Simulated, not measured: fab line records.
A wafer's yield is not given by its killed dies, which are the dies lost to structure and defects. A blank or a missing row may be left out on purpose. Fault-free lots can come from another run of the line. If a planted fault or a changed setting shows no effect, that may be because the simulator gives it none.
Which tool did it? :: flow sky130 :: 11 lots with 33 wafers sampled at 6 steps, on a route of 708 steps

WHAT THE GAUGES SHOWED, per wafer
Not one reading of a measure or inspect step in the record can be checked against a usual standard deviation.

WHAT TOOL EACH LOT RAN ON (gives the tool, then ch and the chambers of the sampled wafers, and finally the start)
lot: L698
SKY_VT_ADJUST_HVTR_COAT_02: litho track-04 ch 0, day 9 01:28
SKY_VT_ADJUST_HVTR_STRIP_10: plasma asher-04 ch 0,1, day 9 12:47
SKY_LDD_P_STRIP_10: plasma asher-01 ch 0,1, day 19 19:32
SKY_LI_CONTACT_ETCH_15: rie diel-01 ch 1,2, day 29 18:58
SKY_LI_CONTACT_SPUTTER_19: pvd sputter-02, day 29 19:21
SKY_PAD_OPEN_PROBE_99: -

lot: L700
SKY_VT_ADJUST_HVTR_COAT_02: litho track-04 ch 0, day 9 14:46
SKY_VT_ADJUST_HVTR_STRIP_10: plasma asher-04 ch 0,1, day 10 02:13
SKY_LDD_P_STRIP_10: plasma asher-03 ch 0,1, day 20 04:57
SKY_LI_CONTACT_ETCH_15: rie diel-01 ch 1,2,3, day 30 01:56
SKY_LI_CONTACT_SPUTTER_19: pvd sputter-02, day 30 02:19
SKY_PAD_OPEN_PROBE_99: -

lot: L703
SKY_VT_ADJUST_HVTR_COAT_02: litho track-04 ch 0, day 10 22:52
SKY_VT_ADJUST_HVTR_STRIP_10: plasma asher-02 ch 0,1, day 11 10:32
SKY_LDD_P_STRIP_10: plasma asher-04 ch 0,1, day 21 14:12
SKY_LI_CONTACT_ETCH_15: rie diel-01 ch 0,1, day 31 09:12
SKY_LI_CONTACT_SPUTTER_19: pvd sputter-03, day 31 09:35
SKY_PAD_OPEN_PROBE_99: -

lot: L706
SKY_VT_ADJUST_HVTR_COAT_02: litho track-04 ch 0, day 11 08:31
SKY_VT_ADJUST_HVTR_STRIP_10: plasma asher-03 ch 0,1, day 11 20:26
SKY_LDD_P_STRIP_10: plasma asher-01 ch 0,1, day 22 02:14
SKY_LI_CONTACT_ETCH_15: rie diel-02 ch 0,1,3, day 31 20:05
SKY_LI_CONTACT_SPUTTER_19: pvd sputter-03, day 31 20:28
SKY_PAD_OPEN_PROBE_99: -

lot: L705
SKY_VT_ADJUST_HVTR_COAT_02: litho track-04 ch 0, day 11 10:40
SKY_VT_ADJUST_HVTR_STRIP_10: plasma asher-03 ch 0,1, day 11 22:46
SKY_LDD_P_STRIP_10: plasma asher-01 ch 0, day 21 22:57
SKY_LI_CONTACT_ETCH_15: rie diel-02 ch 0,1,3, day 31 18:17
SKY_LI_CONTACT_SPUTTER_19: pvd sputter-01, day 31 18:40
SKY_PAD_OPEN_PROBE_99: -

lot: L707
SKY_VT_ADJUST_HVTR_COAT_02: litho track-02 ch 0, day 11 15:49
SKY_VT_ADJUST_HVTR_STRIP_10: plasma asher-02 ch 0,1, day 12 03:29
SKY_LDD_P_STRIP_10: plasma asher-04 ch 0,1, day 22 13:19
SKY_LI_CONTACT_ETCH_15: rie diel-02 ch 1,2,3, day 32 07:16
SKY_LI_CONTACT_SPUTTER_19: pvd sputter-01, day 32 07:39
SKY_PAD_OPEN_PROBE_99: -

lot: L714
SKY_VT_ADJUST_HVTR_COAT_02: litho track-02 ch 0, day 13 14:54
SKY_VT_ADJUST_HVTR_STRIP_10: plasma asher-03 ch 0,1, day 14 03:53
SKY_LDD_P_STRIP_10: plasma asher-03 ch 0, day 24 14:32
SKY_LI_CONTACT_ETCH_15: rie diel-04 ch 0,1,2, day 34 01:52
SKY_LI_CONTACT_SPUTTER_19: pvd sputter-02, day 34 02:15
SKY_PAD_OPEN_PROBE_99: prober-01, day 49 08:36

lot: L716
SKY_VT_ADJUST_HVTR_COAT_02: litho track-03 ch 0, day 14 14:14
SKY_VT_ADJUST_HVTR_STRIP_10: plasma asher-04 ch 0,1, day 15 03:38
SKY_LDD_P_STRIP_10: plasma asher-04 ch 0,1, day 25 17:32
SKY_LI_CONTACT_ETCH_15: rie diel-01 ch 1,2,3, day 35 03:18
SKY_LI_CONTACT_SPUTTER_19: pvd sputter-03, day 35 03:41
SKY_PAD_OPEN_PROBE_99: -

lot: L717
SKY_VT_ADJUST_HVTR_COAT_02: litho track-02 ch 0, day 14 18:12
SKY_VT_ADJUST_HVTR_STRIP_10: plasma asher-04 ch 0,1, day 15 08:04
SKY_LDD_P_STRIP_10: plasma asher-03 ch 0,1, day 26 01:49
SKY_LI_CONTACT_ETCH_15: rie diel-04 ch 1,2,3, day 35 10:13
SKY_LI_CONTACT_SPUTTER_19: pvd sputter-03, day 35 10:36
SKY_PAD_OPEN_PROBE_99: -

lot: L719
SKY_VT_ADJUST_HVTR_COAT_02: litho track-03 ch 0, day 15 10:17
SKY_VT_ADJUST_HVTR_STRIP_10: plasma asher-03 ch 0,1, day 16 00:57
SKY_LDD_P_STRIP_10: plasma asher-04 ch 0,1, day 26 21:06
SKY_LI_CONTACT_ETCH_15: rie diel-02 ch 0,2,3, day 36 03:21
SKY_LI_CONTACT_SPUTTER_19: pvd sputter-03, day 36 03:44
SKY_PAD_OPEN_PROBE_99: -

lot: L720
SKY_VT_ADJUST_HVTR_COAT_02: litho track-04 ch 0, day 15 18:01
SKY_VT_ADJUST_HVTR_STRIP_10: plasma asher-04 ch 0,1, day 16 08:31
SKY_LDD_P_STRIP_10: plasma asher-01 ch 0,1, day 26 23:29
SKY_LI_CONTACT_ETCH_15: rie diel-04 ch 0,1,2, day 36 06:10
SKY_LI_CONTACT_SPUTTER_19: pvd sputter-02, day 36 06:34
SKY_PAD_OPEN_PROBE_99: -
- SKY_VT_ADJUST_HVTR_COAT_02: resist thk 1140 nm.
- SKY_VT_ADJUST_HVTR_STRIP_10: strips in O2/N2.
- SKY_LDD_P_STRIP_10: strips in O2/N2.
- SKY_LI_CONTACT_ETCH_15: etches PSG in C4F8/O2/Ar, stops on Si, target depth 600 nm.
- SKY_LI_CONTACT_SPUTTER_19: material Ti, target thk 20 nm, time 106.37 s.
- SKY_PAD_OPEN_PROBE_99

WHAT THE TOOLS THEMSELVES READ (means of the sampled wafers that have a number; where no wafer has one, the mark that the record gives instead)
SKY_VT_ADJUST_HVTR_COAT_02.
lot: L698
tool: litho track-04
exhaust pa (Pa): 45.8
resist line temp C (C): 22.93
spin speed rpm (rpm): 2999.7

lot: L700
tool: litho track-04
exhaust pa (Pa): 44.7
resist line temp C (C): 23.01
spin speed rpm (rpm): 2998.0

lot: L703
tool: litho track-04
exhaust pa (Pa): 44.8
resist line temp C (C): 22.95
spin speed rpm (rpm): 2998.6

lot: L706
tool: litho track-04
exhaust pa (Pa): 45.4
resist line temp C (C): 23.07
spin speed rpm (rpm): 3151.0

lot: L705
tool: litho track-04
exhaust pa (Pa): 44.2
resist line temp C (C): 23.08
spin speed rpm (rpm): 3149.7

lot: L707
tool: litho track-02
exhaust pa (Pa): 45.1
resist line temp C (C): 22.98
spin speed rpm (rpm): 3000.4

lot: L714
tool: litho track-02
exhaust pa (Pa): 44.9
resist line temp C (C): 23.06
spin speed rpm (rpm): 3002.0

lot: L716
tool: litho track-03
exhaust pa (Pa): 45.8
resist line temp C (C): 23.00
spin speed rpm (rpm): 3000.6

lot: L717
tool: litho track-02
exhaust pa (Pa): 45.8
resist line temp C (C): 22.92
spin speed rpm (rpm): 2999.9

lot: L719
tool: litho track-03
exhaust pa (Pa): 43.9
resist line temp C (C): 23.00
spin speed rpm (rpm): 3002.5

lot: L720
tool: litho track-04
exhaust pa (Pa): 45.1
resist line temp C (C): 22.95
spin speed rpm (rpm): 2998.5

SKY_VT_ADJUST_HVTR_STRIP_10.
lot: L698
tool: plasma asher-04
drypump motor current A (A): 6.2
oes product au (a.u.): 0.712
strip time to endpoint s (s): 14.21

lot: L700
tool: plasma asher-04
drypump motor current A (A): 6.2
oes product au (a.u.): 0.717
strip time to endpoint s (s): 14.17

lot: L703
tool: plasma asher-02
drypump motor current A (A): 5.4
oes product au (a.u.): 0.716
strip time to endpoint s (s): 14.18

lot: L706
tool: plasma asher-03
drypump motor current A (A): 5.1
oes product au (a.u.): 0.715
strip time to endpoint s (s): 13.84

lot: L705
tool: plasma asher-03
drypump motor current A (A): 5.1
oes product au (a.u.): 0.717
strip time to endpoint s (s): 13.84

lot: L707
tool: plasma asher-02
drypump motor current A (A): 5.4
oes product au (a.u.): 0.715
strip time to endpoint s (s): 14.27

lot: L714
tool: plasma asher-03
drypump motor current A (A): 5.1
oes product au (a.u.): 0.713
strip time to endpoint s (s): 14.19

lot: L716
tool: plasma asher-04
drypump motor current A (A): 6.4
oes product au (a.u.): 0.716
strip time to endpoint s (s): 14.21

lot: L717
tool: plasma asher-04
drypump motor current A (A): 6.2
oes product au (a.u.): 0.714
strip time to endpoint s (s): 14.16

lot: L719
tool: plasma asher-03
drypump motor current A (A): 5.5
oes product au (a.u.): 0.716
strip time to endpoint s (s): 14.18

lot: L720
tool: plasma asher-04
drypump motor current A (A): 6.2
oes product au (a.u.): 0.711
strip time to endpoint s (s): 14.17

SKY_LDD_P_STRIP_10.
lot: L698
tool: plasma asher-01
drypump motor current A (A): 5.8
oes product au (a.u.): 0.715
strip time to endpoint s (s): 14.209

lot: L700
tool: plasma asher-03
drypump motor current A (A): 5.1
oes product au (a.u.): 0.719
strip time to endpoint s (s): 14.204

lot: L703
tool: plasma asher-04
drypump motor current A (A): 6.3
oes product au (a.u.): 0.714
strip time to endpoint s (s): 14.220

lot: L706
tool: plasma asher-01
drypump motor current A (A): 5.5
oes product au (a.u.): 0.712
strip time to endpoint s (s): 14.171

lot: L705
tool: plasma asher-01
drypump motor current A (A): 6.0
oes product au (a.u.): 0.712
strip time to endpoint s (s): 14.163

lot: L707
tool: plasma asher-04
drypump motor current A (A): 6.3
oes product au (a.u.): 0.713
strip time to endpoint s (s): 14.191

lot: L714
tool: plasma asher-03
drypump motor current A (A): 4.7
oes product au (a.u.): 0.711
strip time to endpoint s (s): 14.178

lot: L716
tool: plasma asher-04
drypump motor current A (A): 6.3
oes product au (a.u.): 0.717
strip time to endpoint s (s): 14.151

lot: L717
tool: plasma asher-03
drypump motor current A (A): 5.1
oes product au (a.u.): 0.715
strip time to endpoint s (s): 14.187

lot: L719
tool: plasma asher-04
drypump motor current A (A): 6.4
oes product au (a.u.): 0.713
strip time to endpoint s (s): 14.196

lot: L720
tool: plasma asher-01
drypump motor current A (A): 5.8
oes product au (a.u.): 0.716
strip time to endpoint s (s): 14.195

SKY_LI_CONTACT_ETCH_15.
lot: L698
tool: rie diel-01
oes product au (a.u.): 0.836

lot: L700
tool: rie diel-01
oes product au (a.u.): 0.837

lot: L703
tool: rie diel-01
oes product au (a.u.): 0.844

lot: L706
tool: rie diel-02
oes product au (a.u.): 0.838

lot: L705
tool: rie diel-02
oes product au (a.u.): 0.832

lot: L707
tool: rie diel-02
oes product au (a.u.): 0.837

lot: L714
tool: rie diel-04
oes product au (a.u.): 0.837

lot: L716
tool: rie diel-01
oes product au (a.u.): 0.839

lot: L717
tool: rie diel-04
oes product au (a.u.): 0.835

lot: L719
tool: rie diel-02
oes product au (a.u.): 0.838

lot: L720
tool: rie diel-04
oes product au (a.u.): 0.838

SKY_LI_CONTACT_SPUTTER_19.
lot: L698
tool: pvd sputter-02
substrate temp c (C): 200.04
throttle valve pct (%): 29.6

lot: L700
tool: pvd sputter-02
substrate temp c (C): 199.95
throttle valve pct (%): 30.0

lot: L703
tool: pvd sputter-03
substrate temp c (C): 199.92
throttle valve pct (%): 28.9

lot: L706
tool: pvd sputter-03
substrate temp c (C): 199.99
throttle valve pct (%): 28.4

lot: L705
tool: pvd sputter-01
substrate temp c (C): 199.84
throttle valve pct (%): 30.2

lot: L707
tool: pvd sputter-01
substrate temp c (C): 200.07
throttle valve pct (%): 30.7

lot: L714
tool: pvd sputter-02
substrate temp c (C): 199.97
throttle valve pct (%): 29.5

lot: L716
tool: pvd sputter-03
substrate temp c (C): 199.98
throttle valve pct (%): 29.5

lot: L717
tool: pvd sputter-03
substrate temp c (C): 200.01
throttle valve pct (%): 29.2

lot: L719
tool: pvd sputter-03
substrate temp c (C): 200.00
throttle valve pct (%): 29.0

lot: L720
tool: pvd sputter-02
substrate temp c (C): 200.09
throttle valve pct (%): 30.2

SKY_PAD_OPEN_PROBE_99.
lot: L714
tool: prober-01
killed_at_M0_to_M3: 42
killed_at_M4_up: 4.0
killed at contacts: 26
killed at front end: 18
killed at other: 0.0
killed dies: 90
killed open: 49
killed short: 41

THE ANSWER, worked out from the rows above alone
Rule: usual is defined by the lots themselves. The widest of any qualifying gaps counts: lots, ordered by their means at a reading, are off when they make up no more than a third of the lots, leave a main group of 4 or more, and stand apart from it by 3 or more times the standard deviation of that group's means. Not used: any main group whose means are identical at the precision the tables above print for the reading. Also off: a lot with no number at a reading for which 4 or more lots have one. Where the step has rows for the other lots, those lots are counted as sound. After the gauges, taken in route order, come the tools' own readings; for these a lot's mean is taken, as printed above. The first step at which some lot is off is used, and at that step the reading that is off furthest; a lot without a number counts as furthest.
Off: L706, L705, at SKY_VT_ADJUST_HVTR_COAT_02 (spin speed rpm). For the main group the mean is 3000.0 rpm and the standard deviation 1.5.
A tool fits if, at that step or a process step before it, it ran every lot that is off, and no sound lot after the first of them. No candidate that was tried fits.

WHAT THE SIMULATOR HAD PUT IN
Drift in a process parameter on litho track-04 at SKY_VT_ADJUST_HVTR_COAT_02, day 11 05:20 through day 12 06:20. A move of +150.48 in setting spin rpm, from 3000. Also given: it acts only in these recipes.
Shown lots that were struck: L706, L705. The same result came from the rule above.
